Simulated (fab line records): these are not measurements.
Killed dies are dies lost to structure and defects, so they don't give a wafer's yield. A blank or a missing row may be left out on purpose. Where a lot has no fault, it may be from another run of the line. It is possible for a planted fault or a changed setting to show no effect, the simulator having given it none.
Which tool did it?    flow gf180mcu    Sampling: 12 lots, 36 wafers, 5 of 602 route steps

WHAT THE GAUGES SHOWED, per wafer
GF_MVSD_TW_MEAS_11. Usual: MVSD_TW 1607, standard deviation 12.
lot   measured     on             MVSD_TW         flag
L546  day 4 22:45  film_metro-03  1604 1611 1608  
L547  day 5 03:27  film_metro-01  1598 1594 1596  
L548  day 5 07:43  film_metro-01  1598 1592 1591  
L549  day 5 15:05  film_metro-03  1593 1593 1597  
L550  day 5 21:38  film_metro-04  1608 1613 1612  
L552  day 6 12:19  film_metro-03  1558 1567 1551  OFF
L553  day 6 16:00  film_metro-04  1560 1562 1568  OFF
L557  day 7 13:57  film_metro-03  1611 1618 1618  
L561  day 8 13:24  film_metro-04  1610 1618 1609  
L563  day 8 23:20  film_metro-03  1616 1611 1613  
L565  day 9 14:30  film_metro-03  1616 1604 1604  
L567  day 9 23:34  film_metro-03  1611 1607 1604  

GF_VT_IMPLANT_RS_MEAS_46: a four-point-probe measurement. Usual: MVSD_RS 456.6 ohm/sq, standard deviation 1.1.
lot   measured      on             MVSD_RS (ohm/sq)   flag
L546  day 8 02:37   film_metro-01  457.8 456.9 456.8  
L547  day 8 07:05   film_metro-04  454.6 455.4 454.6  
L548  day 8 13:58   film_metro-01  456.2 456.6 455.3  
L549  day 8 22:29   film_metro-01  456.2 456.7 454.6  
L550  day 9 06:40   film_metro-01  456.4 456.3 456.7  
L552  day 10 00:07  film_metro-04  539.5 537.2 539.4  OFF
L553  day 10 02:01  film_metro-04  539.5 540.6 538.4  OFF
L557  day 11 05:25  film_metro-01  455.3 456.9 455.8  
L561  day 12 09:31  film_metro-04  456.9 456.2 456.3  
L563  day 12 20:58  film_metro-04  456.3 454.4 455.5  
L565  day 13 12:40  film_metro-03  457.0 456.7 458.1  
L567  day 13 23:55  film_metro-04  457.5 456.9 458.6  

GF_V2_THK_MEAS_01. Usual: V2_CVD_00_THK 597 nm, standard deviation 4.9.
lot   measured      on             V2_CVD_00_THK (nm)  flag
L546  day 19 20:12  film_metro-03  598 597 598         
L547  day 20 06:37  film_metro-01  598 603 600         
L548  day 20 12:56  film_metro-04  592 601 601         
L549  day 21 05:35  film_metro-03  599 595 597         
L550  day 21 16:44  film_metro-01  590 595 599         
L552  day 22 11:05  film_metro-01  598 594 592         
L553  day 22 16:31  film_metro-03  597 593 596         
L557  day 24 02:06  film_metro-01  600 597 603         
L561  day 25 13:07  film_metro-04  582 589 598         
L563  day 26 01:40  film_metro-01  602 603 603         
L565  day 26 16:20  film_metro-01  602 603 601         
L567  day 27 05:39  film_metro-03  600 596 601         

WHAT TOOL EACH LOT RAN ON (gives the tool, then ch and the chambers of the sampled wafers, and finally the start)
lot   GF_MVSD_IMPLANT_09              GF_CONTACT_ETCH_16
L546  implanter-02 ch 0, day 4 22:30  rie_diel-01 ch 0,1,2, day 16 16:22
L547  implanter-02 ch 0, day 5 03:12  rie_diel-04 ch 0,1,2, day 17 01:55
L548  implanter-01 ch 0, day 5 07:28  rie_diel-02 ch 0,2,3, day 17 07:31
L549  implanter-01 ch 0, day 5 14:50  rie_diel-01 ch 1,3, day 17 23:13
L550  implanter-01 ch 0, day 5 21:22  rie_diel-01 ch 0,1,3, day 18 10:16
L552  implanter-01 ch 0, day 6 12:04  rie_diel-02 ch 0,2,3, day 19 05:46
L553  implanter-01 ch 0, day 6 15:45  rie_diel-04 ch 1,3, day 19 11:04
L557  implanter-03 ch 0, day 7 13:42  rie_diel-02 ch 1,2,3, day 20 23:13
L561  implanter-03 ch 0, day 8 13:09  rie_diel-04 ch 1,2,3, day 22 13:07
L563  implanter-02 ch 0, day 8 23:07  rie_diel-04 ch 1,2,3, day 23 02:56
L565  implanter-02 ch 0, day 9 14:15  rie_diel-04 ch 0,3, day 23 18:07
L567  implanter-03 ch 0, day 9 23:21  rie_diel-04 ch 0,1,2, day 24 08:01
- GF_MVSD_IMPLANT_09
- GF_CONTACT_ETCH_16: etches BARC in N2/H2.

AS READ BY THE TOOLS THEMSELVES (means over the sampled wafers that have a number; for cases with no such wafer, the mark the record gives instead)
GF_MVSD_IMPLANT_09. Usual: dose_ions_cm2 4.999e+12, standard deviation 5.3e+09; end_station_pressure_torr 5.02e-06 Torr, standard deviation 2.5e-07; faraday_current_uA 28.2, standard deviation 0.59.
lot   tool          dose_ions_cm2  end_station_pressure_torr (Torr)  faraday_current_uA  flag
L546  implanter-02  5.002e+12      5.15e-06                          28.4                
L547  implanter-02  4.997e+12      5.06e-06                          27.8                
L548  implanter-01  4.994e+12      5.05e-06                          28.9                
L549  implanter-01  4.995e+12      5.00e-06                          28.0                
L550  implanter-01  4.994e+12      4.66e-06                          28.1                
L552  implanter-01  1.056e+12      5.10e-06                          6.0                 OFF
L553  implanter-01  1.058e+12      5.12e-06                          6.0                 OFF
L557  implanter-03  4.993e+12      4.92e-06                          29.0                
L561  implanter-03  5.004e+12      5.09e-06                          28.4                
L563  implanter-02  5.001e+12      4.95e-06                          27.6                
L565  implanter-02  5.000e+12      5.16e-06                          28.5                
L567  implanter-03  4.995e+12      4.98e-06                          28.0                

GF_CONTACT_ETCH_16. Usual: drypump_motor_current_A 5.8 A, standard deviation 0.34; oes_product_au 0.855 a.u., standard deviation 0.0047; throttle_valve_pct 13.226 %, standard deviation 0.0097.
lot   tool         drypump_motor_current_A (A)  oes_product_au (a.u.)  throttle_valve_pct (%)  flag
L546  rie_diel-01  5.5                          0.856                  13.226                  
L547  rie_diel-04  5.9                          0.853                  13.225                  
L548  rie_diel-02  5.7                          0.857                  13.223                  
L549  rie_diel-01  5.7                          0.855                  13.229                  
L550  rie_diel-01  5.6                          0.855                  13.232                  
L552  rie_diel-02  5.6                          0.859                  13.219                  
L553  rie_diel-04  6.3                          0.860                  13.225                  
L557  rie_diel-02  6.0                          0.857                  13.220                  
L561  rie_diel-04  6.1                          0.857                  13.224                  
L563  rie_diel-04  6.1                          0.853                  13.227                  
L565  rie_diel-04  5.8                          0.858                  13.223                  
L567  rie_diel-04  6.0                          0.854                  13.228                  

THE ANSWER, worked out from the rows above alone
Rule: take the mean of a lot's wafers that have a number; if it is more than 3 standard deviations from the usual mean, the lot is off. A lot without any number at a reading at which 4 lots or more have one is off too. Any other lot the step has rows for is counted as sound. First the gauges in route order, then the tools' own readings, where a lot's mean is used as printed above. The first step at which some lot is off is used, and at that step the reading that is off furthest; a lot without a number counts as furthest.
Off: at GF_MVSD_TW_MEAS_11 (MVSD_TW), L552, L553.
If a tool, at a process step before that reading, ran all the lots that are off and no sound lot after the first of them, it fits. The gauges at GF_MVSD_TW_MEAS_11 aren't tried: what is off there is off at GF_MVSD_IMPLANT_09 too, on other tools, and a gauge's error can't cause that. One fits: implanter-01 at GF_MVSD_IMPLANT_09. Its last sound lot is L550 (day 5 21:22), its first lot that is off L552 (day 6 12:04): a fault that began between those two fits.
The tool's own readings at GF_MVSD_IMPLANT_09 bear it out: on the lots that are off they differ by more than 5 times the standard deviation of the sound lots' means. dose_ions_cm2 reads 1.057e+12 there against 4.998e+12 on the sound lots; faraday_current_uA reads 6.0 there against 28.3 on the sound lots.

WHAT THE SIMULATOR PUT IN
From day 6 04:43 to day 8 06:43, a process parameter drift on implanter-01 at GF_MVSD_IMPLANT_09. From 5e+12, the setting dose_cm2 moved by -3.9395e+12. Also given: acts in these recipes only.
Struck lots among those shown: L552, L553. The rule above reached the same finding.
